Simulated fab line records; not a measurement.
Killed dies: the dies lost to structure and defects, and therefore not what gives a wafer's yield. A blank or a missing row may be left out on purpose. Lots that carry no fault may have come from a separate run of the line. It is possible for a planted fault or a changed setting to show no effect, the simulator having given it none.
Which of the tools did it? || flow gf180mcu || at 1 step of a route of 602, 12 lots with 36 wafers sampled

## WHAT THE GAUGES READ, wafer by wafer
GF_STI_THK_MEAS_04.
{"lot": "L075", "measured": "day 1 18:34", "on": "film_metro-04", "STI_CVD_03_THK (nm)": "208.0 208.8 208.9"}
{"lot": "L077", "measured": "day 2 05:23", "on": "film_metro-03", "STI_CVD_03_THK (nm)": "212.6 210.5 212.8"}
{"lot": "L079", "measured": "day 2 14:34", "on": "film_metro-04", "STI_CVD_03_THK (nm)": "207.5 209.4 210.2"}
{"lot": "L081", "measured": "day 3 01:47", "on": "film_metro-03", "STI_CVD_03_THK (nm)": "210.6 210.8 210.0"}
{"lot": "L083", "measured": "day 3 10:49", "on": "film_metro-02", "STI_CVD_03_THK (nm)": "208.1 207.7 208.1"}
{"lot": "L085", "measured": "day 3 20:36", "on": "film_metro-03", "STI_CVD_03_THK (nm)": "208.7 207.6 208.8"}
{"lot": "L087", "measured": "day 4 06:46", "on": "film_metro-02", "STI_CVD_03_THK (nm)": "208.6 206.3 209.9"}
{"lot": "L089", "measured": "day 4 16:34", "on": "film_metro-04", "STI_CVD_03_THK (nm)": "205.2 205.2 205.5"}
{"lot": "L091", "measured": "day 5 02:34", "on": "film_metro-03", "STI_CVD_03_THK (nm)": "206.2 207.0 207.4"}
{"lot": "L093", "measured": "day 5 12:34", "on": "film_metro-04", "STI_CVD_03_THK (nm)": "205.6 207.3 204.8"}
{"lot": "L095", "measured": "day 6 00:23", "on": "film_metro-02", "STI_CVD_03_THK (nm)": "213.4 212.4 212.6"}
{"lot": "L097", "measured": "day 6 13:14", "on": "film_metro-02", "STI_CVD_03_THK (nm)": "207.3 210.3 209.3"}

## WHAT TOOL EACH LOT RAN ON (gives the tool, then ch and the chambers of the sampled wafers, and finally the start)
Before these readings, the record contains no process step.

## THE ANSWER, worked out from the rows above alone
Rule: what is usual is taken from the lots themselves. The widest of any qualifying gaps counts: lots, ordered by their means at a reading, are off when they make up no more than a third of the lots, leave a main group of 4 or more, and stand apart from it by 3 or more times the standard deviation of that group's means. Not used: any main group whose means are identical at the precision the tables above print for the reading. A lot without any number at a reading at which 4 lots or more have one is off too. All remaining lots with rows at the step are treated as sound.
None of the lots is off at any reading shown; this tells nothing.

## WHAT THE SIMULATOR HAD PUT IN
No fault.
